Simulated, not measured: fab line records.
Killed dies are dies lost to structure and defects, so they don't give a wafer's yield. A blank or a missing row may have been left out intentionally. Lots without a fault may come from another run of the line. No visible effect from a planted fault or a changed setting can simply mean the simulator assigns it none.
Matching of chambers | flow gf180mcu | GF_V5_CMP_26 on cmp-01 has 4 sister chambers
The step polishes, stops on SiO2, t overpolish 15 s, target thk 0 nm. 8 wafers are shown with their chamber, then 6 later ones without.

== EACH WAFER AND ITS CHAMBER ==
wafer  | chamber | motor_current_A (A) | time_to_endpoint_s (s)
L621.2 | 0       | 11.1                | 83
L631.3 | 2       | 9.7                 | 74
L631.4 | 1       | 11.4                | 78
L636.2 | 2       | 9.7                 | 73
L636.3 | 3       | 10.7                | 85
L636.5 | 0       | 11.2                | 80
L637.2 | 1       | 11.7                | 77
L637.3 | 3       | 10.8                | 79

== WAFERS WHOSE CHAMBER IS MISSING ==
wafer  | motor_current_A (A) | time_to_endpoint_s (s)
L637.5 | 9.8                 | 73
L638.1 | 11.7                | 81
L638.2 | 9.7                 | 74
L643.3 | 10.9                | 85
L643.4 | 10.0                | 74
L643.5 | 10.1                | 78

== CHAMBER TAKEN BY EACH ==
wafer  | from the rows above     | in truth
L637.5 | 2                       | 2
L638.1 | 1                       | 1
L638.2 | 2                       | 2
L643.3 | can't be placed: 3 or 0 | 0
L643.4 | 2                       | 2
L643.5 | can't be placed: 2 or 3 | 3
Placed correctly: 4 of 6. Not placeable from these rows: 2 (in 2, the candidates include the true chamber). Number placed wrongly: 0.
How it was worked out, from the rows above alone: a wafer's distance from a chamber is the root of the sum, over the readings, of the square of ((its reading less the chamber's mean) divided by the reading's scatter). If the next closest chamber is less than 2 further off than the closest, the wafer can't be placed; otherwise it belongs to the closest. The mean given for a chamber averages the wafers shown for that chamber. The scatter is the square root of a quotient: the sum, over the shown wafers, of each reading's squared deviation from its chamber's mean, divided by wafers minus chambers.
